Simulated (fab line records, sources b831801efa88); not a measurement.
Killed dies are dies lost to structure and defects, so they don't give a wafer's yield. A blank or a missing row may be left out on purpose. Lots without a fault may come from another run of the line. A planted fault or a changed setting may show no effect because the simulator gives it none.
A struck lot beside a sound one | flow sky130 | 14 steps out of a route of 708
Sound: wafers L759.1, L759.3, L759.5. Struck: wafers L763.2, L763.4, L763.6. The cause comes at the end.
At each step with rows: each side's tool, then ch and its chambers, then its first start. Under that, the readings that differ: sound wafers | struck wafers | difference of the means | sigmas: that difference in standard deviations of wafers without a fault.
alike: readings whose means differ by less than 2 such deviations, and words and numbers that are the same on both sides. not compared: withheld readings, readings that some wafer has no value for, bounds like >300 that may hide the same value, and numbers for which the record gives no deviation and whose values overlap.
The two part at a step that has a row with sigmas, a row that says differs or no value, or rows on one side only. Numbers that don't overlap but have no deviation are shown without sigmas and don't part them. A reading that every wafer of one side lacks parts them only if that side has two wafers or more.

SKY_NWELL_RS_MEAS_31: measures by four-point-probe.
  sound on film_metro-04, day 7 07:38; struck on film_metro-03, day 8 11:02
  alike: PWDE_RS
then, 7 steps without rows for these wafers: SKY_VT_ADJUST_HVTP_DEHYDRATE_00 (time 60 s); SKY_VT_ADJUST_HVTP_HMDS_01 (prime time 60 s); SKY_VT_ADJUST_HVTP_COAT_02 (resist thk 1140 nm); SKY_VT_ADJUST_HVTP_SOFTBAKE_03 (time 60 s); SKY_VT_ADJUST_HVTP_EXPOSE_04 (exposes mask HVTPM, target cd 380 nm); SKY_VT_ADJUST_HVTP_PEB_05; SKY_VT_ADJUST_HVTP_DEVELOP_06 (develop time 60 s).
SKY_VT_ADJUST_HVTP_CD_MEAS_07: target cd 380 nm.
  sound on cd_sem-02, day 8 02:40; struck on cd_sem-01, day 9 08:05
  alike: cd_nm
SKY_VT_ADJUST_HVTP_OVL_MEAS_08:
  sound on overlay-02, day 8 02:47; struck on overlay-01, day 9 08:12
  alike: VT_ADJUST_HVTP_OVL
then, 1 step without rows for these wafers: SKY_VT_ADJUST_HVTP_IMPLANT_09.
SKY_VT_ADJUST_HVTP_STRIP_10: strips in O2/N2.
  sound on plasma_asher-04 ch 0,1, day 8 03:07; struck on plasma_asher-01 ch 0,1, day 9 08:23
  reading                        | sound                | struck               | difference | sigmas
  chamber_pressure_mTorr (mTorr) | 1501.4 1500.6 1499.1 | 1798.9 1799.1 1798.8 | +298.6     | +99 or more
  oes_product_au (a.u.)          | 0.713 0.718 0.711    | 0.739 0.740 0.729    | +0.022     | +5
  strip_time_to_endpoint_s (s)   | 14.14 14.11 14.14    | 13.55 13.54 13.50    | -0.60      | -18
  alike: drypump_motor_current_A
  not compared: rf_hours_counter_h
SKY_VT_ADJUST_HVTP_TW_MEAS_11:
  sound on film_metro-03, day 8 03:13; struck on film_metro-03, day 9 08:29
  alike: VT_ADJUST_HVTP_TW
SKY_PAD_OPEN_PROBE_99:
  the record has rows for the sound wafers here (prober-01, day 48 04:09) and none for the struck ones

WHERE THEY PART
First at SKY_VT_ADJUST_HVTP_STRIP_10; last, within this record, at SKY_PAD_OPEN_PROBE_99.

WHY: what the simulator had put in
Process parameter drift: plasma_asher-01, from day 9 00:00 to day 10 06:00, at SKY_VT_ADJUST_HVTP_STRIP_10. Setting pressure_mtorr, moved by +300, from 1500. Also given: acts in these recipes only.
